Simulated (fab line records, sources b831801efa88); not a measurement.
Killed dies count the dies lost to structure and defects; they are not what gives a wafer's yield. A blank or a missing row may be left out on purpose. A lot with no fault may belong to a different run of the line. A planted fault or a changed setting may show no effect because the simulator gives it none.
2 desks, one fault -- flow sky130 -- what lay behind the numbers comes last; until then each desk has only its own

METROLOGY DESK
What the gauges read for every lot (on any tool): the sampled wafers with a number, averaged. Marked OUT: a lot whose mean sits more than 4 standard deviations from the usual mean, which makes it out of limits; the brackets give that distance.
Columns: A = CAP2M_TIN_RS at SKY_CAP2M_RS_MEAS_03, usual 6.91 ohm/sq
lot,first seen here,A
L671,day 39 16:40,6.94
L673,day 40 09:28,6.97
L674,day 41 02:14,6.88
L675,day 41 03:23,6.91
L678,day 41 18:04,6.83
L679,day 42 14:37,6.92
L681,day 42 17:07,6.99
L684,day 43 15:58,6.82
L689,day 45 00:01,6.94
L690,day 45 11:33,6.82
L693,day 45 18:10,6.89
L694,day 45 23:16,6.82
This desk's verdict: no lot among the 12 shows anything out of limits.

TOOL OWNER'S DESK, rieDiel-04
The tool's own readings at SKY_VIA3_ETCH_15 (etches SiO2 in C4F8/O2/Ar, stops on TiN, target depth 507 nm, time 78 s): means of the sampled wafers that have a number, for each lot that ran on this tool. Marked OUT: a lot whose mean sits more than 4 standard deviations from the usual mean, which makes it out of limits; the brackets give that distance.
Columns: A = biasW at SKY_VIA3_ETCH_15, usual 1200 W; B = chamberPressureMTorr at SKY_VIA3_ETCH_15, usual 40.00 mTorr; C = oesProductAu at SKY_VIA3_ETCH_15, usual 0.946 a.u.
lot,first seen here,A,B,C
L671,day 39 15:01,1199,40.00,0.948
L673,day 40 07:43,1202,40.00,0.945
L675,day 41 01:41,1203,40.01,0.948
L679,day 42 12:58,1202,40.04,0.946
L681,day 42 15:25,1201,39.98,0.946
L689,day 44 22:19,1201,40.00,0.945
This desk's verdict: no lot among the 6 shows anything out of limits.

BROUGHT TOGETHER
Nothing out of limits was seen by the metrology desk.
The desk of the tool owner found nothing out of limits.

WHAT WAS PUT IN BY THE SIMULATOR
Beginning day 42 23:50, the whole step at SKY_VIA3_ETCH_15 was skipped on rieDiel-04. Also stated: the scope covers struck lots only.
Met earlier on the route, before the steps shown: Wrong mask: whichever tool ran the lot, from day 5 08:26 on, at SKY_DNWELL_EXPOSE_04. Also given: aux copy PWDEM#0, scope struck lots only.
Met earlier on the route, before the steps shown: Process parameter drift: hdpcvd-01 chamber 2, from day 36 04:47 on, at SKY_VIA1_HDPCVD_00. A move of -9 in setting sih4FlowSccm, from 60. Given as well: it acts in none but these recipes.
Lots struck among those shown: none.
